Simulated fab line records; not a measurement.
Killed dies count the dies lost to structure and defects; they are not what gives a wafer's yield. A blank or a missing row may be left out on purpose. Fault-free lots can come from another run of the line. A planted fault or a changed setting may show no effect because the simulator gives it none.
Which tool did it? || flow sky130 || Sampling: 13 lots, 39 wafers, 5 of 708 route steps

## WHAT THE GAUGES SHOWED, per wafer
SKY_FIELD_ISO_THK_MEAS_02.
{"lot": "L252", "measured": "day 1 17:32", "on": "film-metro-02", "FIELD_ISO_OXIDATION_00_THK (nm)": "11.87 11.91 11.89"}
{"lot": "L253", "measured": "day 1 21:52", "on": "film-metro-02", "FIELD_ISO_OXIDATION_00_THK (nm)": "11.75 11.62 11.64"}
{"lot": "L255", "measured": "day 2 08:25", "on": "film-metro-04", "FIELD_ISO_OXIDATION_00_THK (nm)": "12.06 11.84 11.88"}
{"lot": "L257", "measured": "day 2 18:55", "on": "film-metro-02", "FIELD_ISO_OXIDATION_00_THK (nm)": "11.80 11.75 11.77"}
{"lot": "L258", "measured": "day 2 23:05", "on": "film-metro-01", "FIELD_ISO_OXIDATION_00_THK (nm)": "11.70 11.82 11.75"}
{"lot": "L259", "measured": "day 3 03:38", "on": "film-metro-02", "FIELD_ISO_OXIDATION_00_THK (nm)": "11.98 12.13 12.02"}
{"lot": "L262", "measured": "day 3 18:38", "on": "film-metro-04", "FIELD_ISO_OXIDATION_00_THK (nm)": "12.00 12.16 11.94"}
{"lot": "L264", "measured": "day 4 04:38", "on": "film-metro-01", "FIELD_ISO_OXIDATION_00_THK (nm)": "12.10 12.18 12.32"}
{"lot": "L267", "measured": "day 4 21:28", "on": "film-metro-02", "FIELD_ISO_OXIDATION_00_THK (nm)": "11.82 12.01 11.98"}
{"lot": "L271", "measured": "day 5 15:38", "on": "film-metro-02", "FIELD_ISO_OXIDATION_00_THK (nm)": "11.56 11.62 11.59"}
{"lot": "L272", "measured": "day 5 20:54", "on": "film-metro-04", "FIELD_ISO_OXIDATION_00_THK (nm)": "12.02 11.95 11.98"}
{"lot": "L273", "measured": "day 6 02:47", "on": "film-metro-02", "FIELD_ISO_OXIDATION_00_THK (nm)": "11.75 11.76 12.10"}
{"lot": "L274", "measured": "day 6 07:13", "on": "film-metro-01", "FIELD_ISO_OXIDATION_00_THK (nm)": "11.77 11.79 11.85"}

SKY_NWELL_RS_MEAS_29: the measuring method here is four-point-probe.
{"lot": "L252", "measured": "day 5 19:02", "on": "film-metro-01", "NWELL_RS (ohm/sq)": "623.3 624.2 623.4"}
{"lot": "L253", "measured": "day 5 21:32", "on": "film-metro-02", "NWELL_RS (ohm/sq)": "626.0 623.2 625.6"}
{"lot": "L255", "measured": "day 6 08:50", "on": "film-metro-01", "NWELL_RS (ohm/sq)": "624.1 623.1 622.9"}
{"lot": "L257", "measured": "day 6 23:05", "on": "film-metro-03", "NWELL_RS (ohm/sq)": "622.1 622.3 622.3"}
{"lot": "L258", "measured": "day 7 07:01", "on": "film-metro-03", "NWELL_RS (ohm/sq)": "623.2 624.2 625.3"}
{"lot": "L259", "measured": "day 7 11:02", "on": "film-metro-01", "NWELL_RS (ohm/sq)": "621.1 620.1 618.4"}
{"lot": "L262", "measured": "day 8 03:44", "on": "film-metro-01", "NWELL_RS (ohm/sq)": "620.9 621.6 621.3"}
{"lot": "L264", "measured": "day 8 12:47", "on": "film-metro-01", "NWELL_RS (ohm/sq)": "629.8 629.5 629.7"}
{"lot": "L267", "measured": "day 9 08:55", "on": "film-metro-02", "NWELL_RS (ohm/sq)": "629.3 629.6 629.8"}
{"lot": "L271", "measured": "day 10 05:43", "on": "film-metro-03", "NWELL_RS (ohm/sq)": "621.4 619.9 621.0"}
{"lot": "L272", "measured": "day 10 11:25", "on": "film-metro-03", "NWELL_RS (ohm/sq)": "623.7 624.9 626.1"}
{"lot": "L273", "measured": "day 10 19:26", "on": "film-metro-01", "NWELL_RS (ohm/sq)": "623.7 622.5 624.5"}
{"lot": "L274", "measured": "day 11 05:31", "on": "film-metro-01", "NWELL_RS (ohm/sq)": "622.1 623.6 620.7"}

SKY_GATE_OXIDE_OVL_MEAS_10.
{"lot": "L252", "measured": "day 14 07:22", "on": "overlay-01", "GATE_OXIDE_OVL (nm)": "-1.7 -0.9 -0.2"}
{"lot": "L253", "measured": "day 14 08:20", "on": "overlay-02", "GATE_OXIDE_OVL (nm)": "0.1 1.1 2.6"}
{"lot": "L255", "measured": "day 15 04:25", "on": "overlay-02", "GATE_OXIDE_OVL (nm)": "0.4 2.8 0.8"}
{"lot": "L257", "measured": "day 16 14:55", "on": "overlay-01", "GATE_OXIDE_OVL (nm)": "2.8 1.5 0.8"}
{"lot": "L258", "measured": "day 16 15:08", "on": "overlay-02", "GATE_OXIDE_OVL (nm)": "0.9 0.5 -0.8"}
{"lot": "L259", "measured": "day 16 15:25", "on": "overlay-01", "GATE_OXIDE_OVL (nm)": "0.3 -0.8 0.4"}
{"lot": "L262", "measured": "day 17 16:46", "on": "overlay-01", "GATE_OXIDE_OVL (nm)": "0.3 1.1 0.4"}
{"lot": "L264", "measured": "day 18 06:10", "on": "overlay-01", "GATE_OXIDE_OVL (nm)": "1.0 0.8 2.7"}
{"lot": "L267", "measured": "day 19 15:32", "on": "overlay-02", "GATE_OXIDE_OVL (nm)": "0.1 1.0 2.6"}
{"lot": "L271", "measured": "day 20 16:13", "on": "overlay-02", "GATE_OXIDE_OVL (nm)": "-0.6 -1.7 -1.0"}
{"lot": "L272", "measured": "day 20 20:26", "on": "overlay-02", "GATE_OXIDE_OVL (nm)": "2.8 2.2 2.1"}
{"lot": "L273", "measured": "day 21 11:31", "on": "overlay-02", "GATE_OXIDE_OVL (nm)": "-2.3 -0.1 -0.2"}
{"lot": "L274", "measured": "day 21 22:22", "on": "overlay-01", "GATE_OXIDE_OVL (nm)": "-1.8 -0.2 -0.4"}

SKY_METAL1_OVL_MEAS_16.
{"lot": "L252", "measured": "day 33 03:41", "on": "overlay-01", "METAL1_OVL (nm)": "-1 -7 5"}
{"lot": "L253", "measured": "day 33 07:07", "on": "overlay-01", "METAL1_OVL (nm)": "7 16 5"}
{"lot": "L255", "measured": "day 34 00:14", "on": "overlay-02", "METAL1_OVL (nm)": "-8 -6 -7"}
{"lot": "L257", "measured": "day 35 09:31", "on": "overlay-01", "METAL1_OVL (nm)": "7 3 5"}
{"lot": "L258", "measured": "day 35 08:01", "on": "overlay-01", "METAL1_OVL (nm)": "14 -4 12"}
{"lot": "L259", "measured": "day 35 07:20", "on": "overlay-01", "METAL1_OVL (nm)": "14 4 12"}
{"lot": "L262", "measured": "day 36 08:26", "on": "overlay-01", "METAL1_OVL (nm)": "5 3 3"}
{"lot": "L264", "measured": "day 36 20:25", "on": "overlay-01", "METAL1_OVL (nm)": "2 3 -1"}
{"lot": "L267", "measured": "day 38 00:56", "on": "overlay-02", "METAL1_OVL (nm)": "12 5 4"}
{"lot": "L271", "measured": "day 38 20:35", "on": "overlay-02", "METAL1_OVL (nm)": "10 14 17"}
{"lot": "L272", "measured": "day 39 01:14", "on": "overlay-01", "METAL1_OVL (nm)": "5 -1 8"}
{"lot": "L273", "measured": "day 39 14:17", "on": "overlay-02", "METAL1_OVL (nm)": "10 11 16"}
{"lot": "L274", "measured": "day 40 18:35", "on": "overlay-01", "METAL1_OVL (nm)": "-3 7 2"}

## EACH LOT AND THE TOOL THAT RAN IT (in order: tool; ch and the chambers of the sampled wafers; start)
{"lot": "L252", "SKY_NWELL_IMPLANT_11": "implanter-01 ch 0, day 5 00:56"}
{"lot": "L253", "SKY_NWELL_IMPLANT_11": "implanter-01 ch 0, day 5 02:54"}
{"lot": "L255", "SKY_NWELL_IMPLANT_11": "implanter-01 ch 0, day 5 13:50"}
{"lot": "L257", "SKY_NWELL_IMPLANT_11": "implanter-01 ch 0, day 6 03:41"}
{"lot": "L258", "SKY_NWELL_IMPLANT_11": "implanter-02 ch 0, day 6 10:12"}
{"lot": "L259", "SKY_NWELL_IMPLANT_11": "implanter-02 ch 0, day 6 14:20"}
{"lot": "L262", "SKY_NWELL_IMPLANT_11": "implanter-03 ch 0, day 7 06:53"}
{"lot": "L264", "SKY_NWELL_IMPLANT_11": "implanter-01 ch 0, day 7 15:49"}
{"lot": "L267", "SKY_NWELL_IMPLANT_11": "implanter-01 ch 0, day 8 12:19"}
{"lot": "L271", "SKY_NWELL_IMPLANT_11": "implanter-02 ch 0, day 9 07:38"}
{"lot": "L272", "SKY_NWELL_IMPLANT_11": "implanter-03 ch 0, day 9 13:28"}
{"lot": "L273", "SKY_NWELL_IMPLANT_11": "implanter-03 ch 0, day 9 21:17"}
{"lot": "L274", "SKY_NWELL_IMPLANT_11": "implanter-02 ch 0, day 10 05:38"}
- SKY_NWELL_IMPLANT_11

## WHAT THE TOOLS THEMSELVES READ (means of the sampled wafers that have a number; where no wafer has one, the mark that the record gives instead)
SKY_NWELL_IMPLANT_11.
{"lot": "L252", "tool": "implanter-01", "beam-energy-keV": 400.14}
{"lot": "L253", "tool": "implanter-01", "beam-energy-keV": 400.03}
{"lot": "L255", "tool": "implanter-01", "beam-energy-keV": 399.93}
{"lot": "L257", "tool": "implanter-01", "beam-energy-keV": 399.93}
{"lot": "L258", "tool": "implanter-02", "beam-energy-keV": 399.94}
{"lot": "L259", "tool": "implanter-02", "beam-energy-keV": 399.94}
{"lot": "L262", "tool": "implanter-03", "beam-energy-keV": 399.97}
{"lot": "L264", "tool": "implanter-01", "beam-energy-keV": 386.51}
{"lot": "L267", "tool": "implanter-01", "beam-energy-keV": 386.25}
{"lot": "L271", "tool": "implanter-02", "beam-energy-keV": 400.03}
{"lot": "L272", "tool": "implanter-03", "beam-energy-keV": 400.13}
{"lot": "L273", "tool": "implanter-03", "beam-energy-keV": 399.92}
{"lot": "L274", "tool": "implanter-02", "beam-energy-keV": 399.82}

## THE ANSWER, worked out from the rows above alone
Rule: what is usual is taken from the lots themselves. Put in order of their means at a reading, lots are off if they are a third of the lots or fewer, leave a main group of 4 or more, and stand apart from it by a gap of 3 or more times the standard deviation of the main group's means; of several such gaps the widest counts. The tables above print the reading to a certain number of digits; a main group whose means all agree to those digits is not used. Also off: a lot with no number at a reading for which 4 or more lots have one. Where the step has rows for the other lots, those lots are counted as sound. Order of review: gauges by route order, followed by the tools' own readings, for which a lot's mean as printed above is used. The first step at which some lot is off is used, and at that step the reading that is off furthest; a lot without a number counts as furthest.
Off at SKY_NWELL_IMPLANT_11 (beam-energy-keV): L264, L267. Main group: mean 399.98, sd 0.091.
A tool fits if, at that step or a process step before it, it ran every lot that is off, and no sound lot after the first of them. One fits: implanter-01 at SKY_NWELL_IMPLANT_11. Its last sound lot is L257 (day 6 03:41), its first lot that is off L264 (day 7 15:49): a fault that began between those two fits.
The tool's own readings at SKY_NWELL_IMPLANT_11 bear it out: on the lots that are off they differ by more than 5 times the standard deviation of the sound lots' means. beam-energy-keV reads 386.38 there against 399.98 on the sound lots.

## WHAT THE SIMULATOR PUT IN
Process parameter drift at SKY_NWELL_IMPLANT_11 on implanter-01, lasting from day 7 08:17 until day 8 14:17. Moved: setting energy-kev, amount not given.
Lots struck among those shown: L264, L267. The rule above reached the same finding.
